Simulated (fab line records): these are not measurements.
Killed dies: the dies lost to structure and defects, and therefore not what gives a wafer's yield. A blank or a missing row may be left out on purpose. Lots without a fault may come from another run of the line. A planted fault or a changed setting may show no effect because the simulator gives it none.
fab line records + flow sky130
record:
- lots: 14
- wafers: 42
- lastDay: 50
route steps=708 shown POLY_GATE@232 METAL3@563 VIA3@586 PAD_OPEN@708
lots that met no fault: from a run of the same line without faults
startH: the number of hours between the record's first day and the start of the first shown wafer of the lot + waitH: hours since the lot's step before + " as in the row above + L1.1+2: several wafers, shown together as one row + - no value, or no start given + * or withheld: withheld + < > ~ a bound
route shown NAME@n: names a module that has steps shown in the file, with the first one's number in the route + usual: average and standard deviation across the fault-free wafers + same: alike in all rows + chamber/n: place in a boat + sites: the reading at each site + _std_site: their standard deviation + _edge_site: outer sites' mean less inner sites' + radiusMm: for every site, how far away it sits from the centre of the wafer + mask NAME#n: copy n + behind: the most recent tool/chamber to have shaped the wafer + hold: why the lot went on hold/how many hours it stayed there/how the hold came to an end + device: transistor that didn't switch, given as n, p or np + end of line: the route-end tests of the same wafers + step lacking rows: just its recipe + killed: at the first sort, the dies lost to defects and structure; wafer yield is something else + map: shows each die of a wafer: x if killed, . if not, _ if none is there
set.NAME: the run value of the setting; set.NAME@STEP: its run value at that earlier step + model.NAME: the simulator's own value behind a step, which no gauge read
the route's steps for a sample of lots (tables are steps, rows are wafers)
services: a tool's chamber out of use, with start hour (startH, from the record's first day; less than 0 if before it), hours out, and reason
== steps ==
step: SKY_POLY_GATE_STRIP_18
recipe:
- chemistry: O2/N2
- powerW: 1400
- pressureMtorr: 1500
- platenTempC: withheld
- o2FlowSccm: 3000
- n2FlowSccm: 300
- overashFraction: 0.5
usual:
- drypumpMotorCurrentA: 5.9/0.36
- oesProductAu: 0.360/0.005
- stripTimeToEndpointS: 3.15/0.035
same:
- overashFraction: 0.5
| lot.wafer | tool           | chamber | startH | waitH | drypumpMotorCurrentA | oesProductAu | rfHoursCounterH | stripTimeToEndpointS |
|-----------|----------------|---------|--------|-------|----------------------|--------------|-----------------|----------------------|
| L608.1    | plasmaAsher-02 | 0       | 374.28 | 0.0   | 5.7                  | 0.351        | 24              | 3.12                 |
| L608.4    | "              | 1       | "      | "     | 6.2                  | 0.361        | -               | 3.21                 |
| L608.6    | "              | 0       | "      | "     | 5.7                  | 0.363        | -               | 3.16                 |
| L609.4    | plasmaAsher-03 | 0       | 386.17 | 0.1   | 5.9                  | 0.358        | -               | 3.15                 |
| L609.5    | "              | 0       | "      | "     | 5.9                  | 0.362        | -               | 3.17                 |
| L609.6    | "              | 1       | "      | "     | 6.1                  | 0.355        | -               | 3.14                 |
| L610.1    | plasmaAsher-01 | 0       | 387.26 | 0.0   | 6.3                  | 0.358        | 69              | 3.17                 |
| L610.4    | "              | 0       | "      | "     | 6.3                  | 0.360        | -               | 3.17                 |
| L610.6    | "              | 1       | "      | "     | 5.2                  | 0.353        | -               | 3.17                 |
| L611.2    | plasmaAsher-03 | 0       | 400.16 | 0.0   | 5.9                  | 0.364        | 71              | 3.14                 |
| L611.3    | "              | 0       | "      | "     | 5.9                  | 0.358        | -               | 3.14                 |
| L611.5    | "              | 0       | "      | "     | 6.0                  | 0.368        | -               | 3.16                 |
| L612.2    | plasmaAsher-02 | 1       | 415.72 | 0.0   | 6.3                  | 0.356        | 27              | 3.15                 |
| L612.5    | "              | 0       | "      | "     | 5.7                  | 0.360        | -               | 3.11                 |
| L612.6    | "              | 1       | "      | "     | 6.3                  | 0.364        | -               | 3.12                 |
| L613.4    | plasmaAsher-02 | 1       | 424.17 | 0.0   | 6.3                  | 0.361        | -               | 3.13                 |
| L613.5    | "              | 0       | "      | "     | 5.7                  | 0.358        | -               | 3.15                 |
| L613.6    | "              | 1       | "      | "     | 6.2                  | 0.354        | -               | 3.16                 |
| L615.1    | plasmaAsher-02 | 1       | 438.12 | 0.0   | 6.3                  | 0.364        | 30              | 3.09                 |
| L615.2    | "              | 0       | "      | "     | 5.7                  | 0.358        | 30              | 3.20                 |
| L615.6    | "              | 1       | "      | "     | 6.2                  | 0.369        | -               | 3.23                 |
| L617.2    | plasmaAsher-03 | 0       | 460.29 | 0.0   | 5.9                  | 0.362        | 78              | 3.17                 |
| L617.3    | "              | 1       | "      | "     | 6.1                  | 0.360        | -               | 3.10                 |
| L617.6    | "              | 1       | "      | "     | 6.1                  | 0.362        | -               | 3.12                 |
| L621.1    | plasmaAsher-01 | 0       | 489.27 | 0.0   | 6.3                  | 0.365        | 5               | 3.15                 |
| L621.2    | "              | 1       | "      | "     | 5.1                  | 0.363        | 5               | 3.16                 |
| L621.5    | "              | 1       | "      | "     | 5.1                  | 0.348        | -               | 3.15                 |
| L622.2    | plasmaAsher-01 | 1       | 498.37 | 0.0   | 5.1                  | 0.363        | 6               | 3.17                 |
| L622.3    | "              | 0       | "      | "     | 6.3                  | 0.361        | -               | 3.18                 |
| L622.6    | "              | 0       | "      | "     | 6.3                  | 0.356        | -               | 3.16                 |
| L624.2    | plasmaAsher-01 | 1       | 526.64 | 0.0   | 5.2                  | 0.358        | 9               | 3.12                 |
| L624.4    | "              | 1       | "      | "     | 5.2                  | 0.364        | -               | 3.14                 |
| L624.6    | "              | 1       | "      | "     | 5.1                  | 0.349        | -               | 3.14                 |
| L625.1    | plasmaAsher-01 | 1       | 533.62 | 0.0   | 5.2                  | 0.355        | 10              | 3.13                 |
| L625.3    | "              | 1       | "      | "     | 5.2                  | 0.359        | -               | 3.13                 |
| L625.5    | "              | 1       | "      | "     | 5.2                  | 0.354        | -               | 3.14                 |
| L627.1    | plasmaAsher-03 | 1       | 541.76 | 0.0   | 6.1                  | 0.362        | 84              | 3.11                 |
| L627.4    | "              | 0       | "      | "     | 5.9                  | 0.360        | -               | 3.15                 |
| L627.5    | "              | 1       | "      | "     | 6.1                  | 0.359        | -               | 3.12                 |
| L630.1    | plasmaAsher-02 | 0       | 565.86 | 0.0   | 5.7                  | 0.365        | 42              | 3.14                 |
| L630.2    | "              | 1       | "      | "     | 6.2                  | 0.357        | 42              | 3.11                 |
| L630.5    | "              | 1       | "      | "     | 6.3                  | 0.351        | -               | 3.10                 |
step: SKY_METAL3_CD_MEAS_13
recipe:
- targetCdNm: 300
usual:
- cdNm: 300.1/1.3
| lot.wafer | tool     | chamber | startH  | waitH | cdNm  |
|-----------|----------|---------|---------|-------|-------|
| L608.1    | cdSem-01 | -       | 910.10  | -     | 302.2 |
| L608.4    | "        | -       | "       | "     | 302.8 |
| L608.6    | "        | -       | "       | "     | 300.6 |
| L609.4    | cdSem-01 | -       | 916.76  | -     | 299.8 |
| L609.5    | "        | -       | "       | "     | 299.7 |
| L609.6    | "        | -       | "       | "     | 299.3 |
| L610.1    | cdSem-01 | -       | 920.65  | -     | 301.8 |
| L610.4    | "        | -       | "       | "     | 302.2 |
| L610.6    | "        | -       | "       | "     | 301.3 |
| L611.2    | cdSem-01 | -       | 929.47  | -     | 299.4 |
| L611.3    | "        | -       | "       | "     | 300.9 |
| L611.5    | "        | -       | "       | "     | 300.2 |
| L613.4    | cdSem-01 | -       | 948.63  | -     | 299.7 |
| L613.5    | "        | -       | "       | "     | 300.1 |
| L613.6    | "        | -       | "       | "     | 300.5 |
| L612.2    | cdSem-01 | -       | 950.59  | -     | 299.5 |
| L612.5    | "        | -       | "       | "     | 301.0 |
| L612.6    | "        | -       | "       | "     | 300.9 |
| L615.1    | cdSem-02 | -       | 968.25  | -     | 301.7 |
| L615.2    | "        | -       | "       | "     | 301.3 |
| L615.6    | "        | -       | "       | "     | 300.4 |
| L617.2    | cdSem-02 | -       | 977.57  | -     | 300.6 |
| L617.3    | "        | -       | "       | "     | 299.1 |
| L617.6    | "        | -       | "       | "     | 299.5 |
| L621.1    | cdSem-01 | -       | 998.85  | -     | 299.5 |
| L621.2    | "        | -       | "       | "     | 300.1 |
| L621.5    | "        | -       | "       | "     | 299.4 |
| L622.2    | cdSem-02 | -       | 1009.97 | -     | 300.0 |
| L622.3    | "        | -       | "       | "     | 298.8 |
| L622.6    | "        | -       | "       | "     | 300.3 |
| L624.2    | cdSem-01 | -       | 1028.64 | -     | 297.6 |
| L624.4    | "        | -       | "       | "     | 299.1 |
| L624.6    | "        | -       | "       | "     | 298.9 |
| L625.1    | cdSem-02 | -       | 1035.35 | -     | 299.1 |
| L625.3    | "        | -       | "       | "     | 297.6 |
| L625.5    | "        | -       | "       | "     | 297.3 |
| L627.1    | cdSem-01 | -       | 1042.05 | -     | 299.9 |
| L627.4    | "        | -       | "       | "     | 297.4 |
| L627.5    | "        | -       | "       | "     | 298.9 |
| L630.1    | cdSem-01 | -       | 1059.00 | -     | 301.9 |
| L630.2    | "        | -       | "       | "     | 302.1 |
| L630.5    | "        | -       | "       | "     | 299.8 |
step: SKY_METAL3_OVL_MEAS_14
usual:
- METAL3_OVL: 2/5.3
| lot.wafer | tool       | chamber | startH  | waitH | METAL3_OVL[nm] |
|-----------|------------|---------|---------|-------|----------------|
| L608.1    | overlay-01 | -       | 910.22  | 0.1   | 9              |
| L608.4    | "          | -       | "       | "     | 2              |
| L608.6    | "          | -       | "       | "     | 3              |
| L609.4    | overlay-01 | -       | 916.84  | 0.1   | 8              |
| L609.5    | "          | -       | "       | "     | 13             |
| L609.6    | "          | -       | "       | "     | 12             |
| L610.1    | overlay-02 | -       | 920.77  | 0.1   | 6              |
| L610.4    | "          | -       | "       | "     | 7              |
| L610.6    | "          | -       | "       | "     | 2              |
| L611.2    | overlay-01 | -       | 929.57  | 0.1   | -8             |
| L611.3    | "          | -       | "       | "     | 4              |
| L611.5    | "          | -       | "       | "     | 0              |
| L613.4    | overlay-01 | -       | 948.70  | 0.1   | 1              |
| L613.5    | "          | -       | "       | "     | 7              |
| L613.6    | "          | -       | "       | "     | -3             |
| L612.2    | overlay-01 | -       | 950.70  | 0.1   | 0              |
| L612.5    | "          | -       | "       | "     | 1              |
| L612.6    | "          | -       | "       | "     | 1              |
| L615.1    | overlay-02 | -       | 968.37  | 0.1   | 4              |
| L615.2    | "          | -       | "       | "     | 6              |
| L615.6    | "          | -       | "       | "     | 7              |
| L617.2    | overlay-02 | -       | 977.67  | 0.1   | -8             |
| L617.3    | "          | -       | "       | "     | 0              |
| L617.6    | "          | -       | "       | "     | -11            |
| L621.1    | overlay-02 | -       | 998.97  | 0.1   | 3              |
| L621.2    | "          | -       | "       | "     | 3              |
| L621.5    | "          | -       | "       | "     | 5              |
| L622.2    | overlay-02 | -       | 1010.08 | 0.1   | 3              |
| L622.3    | "          | -       | "       | "     | -1             |
| L622.6    | "          | -       | "       | "     | 3              |
| L624.2    | overlay-02 | -       | 1028.74 | 0.1   | 11             |
| L624.4    | "          | -       | "       | "     | 7              |
| L624.6    | "          | -       | "       | "     | 2              |
| L625.1    | overlay-02 | -       | 1035.47 | 0.1   | -5             |
| L625.3    | "          | -       | "       | "     | -1             |
| L625.5    | "          | -       | "       | "     | 2              |
| L627.1    | overlay-01 | -       | 1042.17 | 0.1   | 1              |
| L627.4    | "          | -       | "       | "     | -1             |
| L627.5    | "          | -       | "       | "     | 3              |
| L630.1    | overlay-02 | -       | 1059.12 | 0.1   | 8              |
| L630.2    | "          | -       | "       | "     | 3              |
| L630.5    | "          | -       | "       | "     | 6              |
step: SKY_VIA3_OVL_MEAS_13
usual:
- VIA3_OVL: 0/5.5
| lot.wafer | tool       | chamber | startH  | waitH | VIA3_OVL[nm] |
|-----------|------------|---------|---------|-------|--------------|
| L608.1    | overlay-01 | -       | 936.02  | 0.1   | -5           |
| L608.4    | "          | -       | "       | "     | -4           |
| L608.6    | "          | -       | "       | "     | -1           |
| L609.4    | overlay-02 | -       | 943.29  | 0.1   | -10          |
| L609.5    | "          | -       | "       | "     | -8           |
| L609.6    | "          | -       | "       | "     | -9           |
| L610.1    | overlay-02 | -       | 946.72  | 0.1   | 9            |
| L610.4    | "          | -       | "       | "     | 5            |
| L610.6    | "          | -       | "       | "     | 10           |
| L611.2    | overlay-01 | -       | 956.09  | 0.1   | -8           |
| L611.3    | "          | -       | "       | "     | -4           |
| L611.5    | "          | -       | "       | "     | -2           |
| L613.4    | overlay-02 | -       | 975.54  | 0.1   | -3           |
| L613.5    | "          | -       | "       | "     | -8           |
| L613.6    | "          | -       | "       | "     | -2           |
| L612.2    | overlay-01 | -       | 976.36  | 0.1   | 1            |
| L612.5    | "          | -       | "       | "     | 4            |
| L612.6    | "          | -       | "       | "     | 3            |
| L615.1    | overlay-01 | -       | 994.74  | 0.1   | -1           |
| L615.2    | "          | -       | "       | "     | 2            |
| L615.6    | "          | -       | "       | "     | 10           |
| L617.2    | overlay-01 | -       | 1002.74 | 0.1   | 1            |
| L617.3    | "          | -       | "       | "     | -8           |
| L617.6    | "          | -       | "       | "     | -2           |
| L621.1    | overlay-01 | -       | 1024.25 | 0.1   | -1           |
| L621.2    | "          | -       | "       | "     | -1           |
| L621.5    | "          | -       | "       | "     | 5            |
| L622.2    | overlay-01 | -       | 1034.91 | 0.1   | 3            |
| L622.3    | "          | -       | "       | "     | 10           |
| L622.6    | "          | -       | "       | "     | 10           |
| L624.2    | overlay-02 | -       | 1053.31 | 0.1   | -9           |
| L624.4    | "          | -       | "       | "     | -5           |
| L624.6    | "          | -       | "       | "     | -6           |
| L625.1    | overlay-01 | -       | 1060.27 | 0.1   | 2            |
| L625.3    | "          | -       | "       | "     | 0            |
| L625.5    | "          | -       | "       | "     | -2           |
| L627.1    | overlay-01 | -       | 1066.22 | 0.1   | 3            |
| L627.4    | "          | -       | "       | "     | -3           |
| L627.5    | "          | -       | "       | "     | 1            |
| L630.1    | overlay-02 | -       | 1083.12 | 0.1   | 1            |
| L630.2    | "          | -       | "       | "     | 5            |
| L630.5    | "          | -       | "       | "     | -3           |
step: SKY_PAD_OPEN_PROBE_99
usual:
- killed_at_M0_to_M3: 42/6.3
- killed_at_M4_up: 2.8/1.9
- killedAtContacts: 23/5.3
- killedAtFrontEnd: 16/4.3
- killedAtOther: 0.2/0.51
- killedDies: 84/9.3
- killedOpen: 46/7.6
- killedShort: 38/6.3
same:
- grossDies: 492
- killedAtBackSide: 0
| lot.wafer | tool      | chamber | startH  | waitH | killed_at_M0_to_M3 | killed_at_M4_up | killedAtContacts | killedAtFrontEnd | killedAtOther | killedDies | killedOpen | killedShort |
|-----------|-----------|---------|---------|-------|--------------------|-----------------|------------------|------------------|---------------|------------|------------|-------------|
| L624.2    | prober-02 | -       | 1178.00 | 0.1   | 34                 | 1               | 24               | 51               | 0             | 110        | 31         | 44          |
| L624.4    | prober-02 | -       | 1178.10 | 0.2   | 46                 | 1               | 24               | 54               | 0             | 125        | 45         | 45          |
| L624.6    | prober-02 | -       | 1178.20 | 0.2   | 47                 | 3               | 42               | 51               | 0             | 143        | 67         | 44          |
| L625.1    | prober-02 | -       | 1185.90 | 0.1   | 46                 | 0               | 21               | 51               | 0             | 118        | 51         | 33          |
| L625.3    | prober-02 | -       | 1186.00 | 0.2   | 36                 | 1               | 10               | 50               | 0             | 97         | 34         | 25          |
| L625.5    | prober-02 | -       | 1186.10 | 0.2   | 36                 | 4               | 24               | 43               | 0             | 107        | 40         | 33          |
killed by level:class
L624.2 POLY_GATE:unspecified=35 CONTACT:geometricParticle:short=9 FIELD_ISO:geometricParticle:short=7 METAL2:geometricParticle:short=7 METAL1:geometricParticle:short=7 CONTACT:geometricParticle:open=6 VIA1:geometricParticle:open=5 VIA3:geometricParticle:open=4
L624.4 POLY_GATE:unspecified=35 VIA2:geometricParticle:open=11 CONTACT:geometricParticle:open=8 METAL2:geometricParticle:short=8 LI_CONTACT:geometricParticle:open=7 FIELD_ISO:geometricParticle:short=6 METAL1:geometricParticle:short=6 VIA1:geometricParticle:open=5
L624.6 POLY_GATE:unspecified=32 CONTACT:geometricParticle:open=16 METAL1:geometricParticle:short=8 VIA1:geometricParticle:open=8 VIA2:geometricParticle:open=8 LI_CONTACT:geometricParticle:short=7 LOCAL_INTERCONNECT:geometricParticle:short=7 LI_CONTACT:geometricParticle:open=6
L625.1 POLY_GATE:unspecified=34 VIA2:geometricParticle:open=14 VIA1:geometricParticle:open=11 CONTACT:geometricParticle:open=9 FIELD_ISO:geometricParticle:short=8 LI_CONTACT:geometricParticle:open=6 FIELD_ISO:geometricParticle:open=4 CONTACT:geometricParticle:short=4
L625.3 POLY_GATE:unspecified=38 VIA1:geometricParticle:open=13 VIA2:geometricParticle:open=6 VIA3:geometricParticle:open=5 CONTACT:geometricParticle:open=4 SPACER:geometricParticle:short=3 CONTACT:geometricParticle:short=3 METAL2:geometricParticle:short=3
L625.5 POLY_GATE:unspecified=34 CONTACT:geometricParticle:open=8 LI_CONTACT:geometricParticle:open=7 VIA1:geometricParticle:open=7 VIA1:geometricParticle:short=6 CONTACT:geometricParticle:short=5 METAL4:geometricParticle:short=4 VIA2:geometricParticle:open=4
== services ==
| tool           | chamber | startH | hours | kind      |
|----------------|---------|--------|-------|-----------|
| plasmaAsher-02 | -       | 353.08 | 0.9   | repair    |
| plasmaAsher-02 | -       | 393.53 | 14.6  | pm        |
| plasmaAsher-01 | -       | 421.25 | 9.0   | pm        |
| plasmaAsher-01 | 0       | 421.25 | 9.0   | ventCycle |
| plasmaAsher-01 | 1       | 421.25 | 9.0   | ventCycle |
| plasmaAsher-01 | 0       | 430.25 | -     | clean     |
| plasmaAsher-01 | 1       | 430.25 | -     | clean     |
| plasmaAsher-03 | -       | 529.27 | 11.5  | repair    |
| plasmaAsher-02 | -       | 551.50 | 1.8   | repair    |
== key ==
firstSign:
- step: SKY_PAD_OPEN_PROBE_99
- reading: killedAtFrontEnd
- direction: up
- sigmas: 8
- usual: 16
- struck: 50
effect:
- step: SKY_PAD_OPEN_PROBE_99
- reading: killedDies
- direction: up
- sigmas: 3.5
- usual: 84
- struck: 117
metAt SKY_POLY_GATE_STRIP_18
struckLots L624,L625
testerLeftOut L624,L625
notActingAt SKY_METAL3_CD_MEAS_13,SKY_METAL3_OVL_MEAS_14,SKY_VIA3_OVL_MEAS_13
onsetBetween 498.37 526.64
fault:
- kind: chamberParticleSource
- tool: plasmaAsher-01
- chamber: -
- onsetH: 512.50
- steps: SKY_POLY_GATE_STRIP_18
- ratePerVisitCm2: 0.39459
- endH: 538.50
testerLeftOut: of these lots the tester's yield and bins aren't shown, on N5 and GAA mostly nor the transistor test; their killed dies are dies lost to structure and defects alone, not to doping, threshold or leakage, so they don't give the yield
